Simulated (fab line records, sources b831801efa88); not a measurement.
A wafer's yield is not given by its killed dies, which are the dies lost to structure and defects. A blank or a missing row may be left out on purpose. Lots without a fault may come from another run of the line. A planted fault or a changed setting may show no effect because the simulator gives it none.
Struck lot and sound lot, side by side ; flow sky130 ; 17 out of 708 route steps
Sound: wafers L947.2, L947.4, L947.5. Struck: wafer L949.2 (left out: L949.6, a lot-mate that was not struck); the cause follows at the end.
At each step with rows: each side's tool, then ch and its chambers, then its first start. Under that, the readings that differ: sound wafers ; struck wafers ; difference of the means ; sigmas: that difference in standard deviations of wafers without a fault.
alike: words and numbers the same on both sides, and readings whose means are apart by under 2 such deviations; not compared: readings that were withheld, readings missing a value for some wafer, numbers with overlapping values and no deviation given by the record, and bounds like >300 which may hide the same value.
Wherever a step has rows on one side only, a row that says differs or no value, or a row with sigmas, the two part there. Non-overlapping numbers with no deviation appear without sigmas and do not part them. Lack of a reading on every wafer of one side parts them only where that side has two or more wafers.

SKY_VT_ADJUST_LVTN_OVL_MEAS_07:
  sound: overlay-02 at day 8 00:40; struck: overlay-01 at day 8 10:47
  alike: VT_ADJUST_LVTN_OVL
next, for these wafers, 1 step has no rows: SKY_VT_ADJUST_LVTN_IMPLANT_08.
SKY_VT_ADJUST_LVTN_STRIP_09: strips in O2/N2.
  sound on plasmaAsher-04 ch 1, day 8 00:50; struck on plasmaAsher-04 ch 1, day 8 10:58
  alike: drypumpMotorCurrentA, oesProductAu, stripTimeToEndpointS
  not compared: rfHoursCounterH
SKY_VT_ADJUST_LVTN_TW_MEAS_10:
  sound: filmMetro-01 at day 8 00:57; struck: filmMetro-03 at day 8 11:05
reading;sound;struck;difference;sigmas
VT_ADJUST_LVTN_TW;239.9 239.9 239.9;246.2;+6.3;+2
then, 7 steps without rows for these wafers: SKY_VT_ADJUST_LVTN_DEHYDRATE_11 (time 60 s); SKY_VT_ADJUST_LVTN_HMDS_12 (prime time 60 s); SKY_VT_ADJUST_LVTN_COAT_13 (resist thk 1140 nm); SKY_VT_ADJUST_LVTN_SOFTBAKE_14 (time 60 s); SKY_VT_ADJUST_LVTN_EXPOSE_15 (exposes mask HVN STD DERIVED, target cd 600 nm); SKY_VT_ADJUST_LVTN_PEB_16; SKY_VT_ADJUST_LVTN_DEVELOP_17 (develop time 60 s).
SKY_VT_ADJUST_LVTN_OVL_MEAS_18:
  sound: overlay-01 at day 8 21:47; struck: overlay-02 at day 9 07:38
  alike: VT_ADJUST_LVTN_01_OVL
SKY_VT_ADJUST_LVTN_IMPLANT_19:
  sound on implanter-02 ch 0, day 8 21:50; struck on implanter-02 ch 0, day 9 07:41
reading;sound;struck;difference;sigmas
beamOnS (s);10.20 9.99 9.99;13.03;+2.97;+15
faradayCurrentUA;3.59 3.66 3.68;2.82;-0.82;-11
SKY_VT_ADJUST_LVTN_STRIP_20: strips in O2/N2.
  sound on plasmaAsher-02 ch 1, day 8 21:58; struck on plasmaAsher-04 ch 1, day 9 07:49
  alike: drypumpMotorCurrentA, oesProductAu, stripTimeToEndpointS
  not compared: rfHoursCounterH
SKY_VT_ADJUST_LVTN_TW_MEAS_21:
  sound: filmMetro-01 at day 8 22:05; struck: filmMetro-02 at day 9 07:55
reading;sound;struck;difference;sigmas
VT_ADJUST_LVTN_2_TW;186.7 187.5 186.7;204.1;+17.1;+9
then, 1 step without rows for these wafers: SKY_VT_ADJUST_NCORE_DEHYDRATE_00 (time 60 s).
-- here the record skips 38 days between the struck wafers' starts before and after, leaving off in module VT_ADJUST_NCORE and picking up in module PAD_OPEN (first step shown: number 708 of the route) --
SKY_PAD_OPEN_PROBE_99:
  sound: prober-01 at day 46 23:51; struck: prober-02 at day 47 02:19
reading;sound;struck;difference;sigmas
killed_at_M4_up;4 4 7;1;-4;-2
killedAtOther;0 0 0;1;+1;+2
model.etest.nfetG5v0d10v5.bodyRiseV (V);0.6683 0.6698 0.6624;0.7236;+0.0568;
model.etest.nfet_16v.bodyRiseV (V);0.6614 0.6642 0.6549;0.719;+0.059;
model.etest.nfetG5v0d10v5.vtSatV (V);0.7562 0.7588 0.7631;0.8112;+0.0518;
model.etest.nfetG5v0d10v5.vtV (V);0.8143 0.8184 0.8227;0.8632;+0.0447;
  alike: killed_at_M0_to_M3, killedAtContacts, killedAtFrontEnd, killedDies, killedOpen, killedShort
  not compared: model.etest.resPwellUnderGate.rsOhmSq

== WHERE THEY PART ==
Last at SKY_PAD_OPEN_PROBE_99 as far as this record goes, first at SKY_VT_ADJUST_LVTN_TW_MEAS_10.

WHY: what the simulator had put in
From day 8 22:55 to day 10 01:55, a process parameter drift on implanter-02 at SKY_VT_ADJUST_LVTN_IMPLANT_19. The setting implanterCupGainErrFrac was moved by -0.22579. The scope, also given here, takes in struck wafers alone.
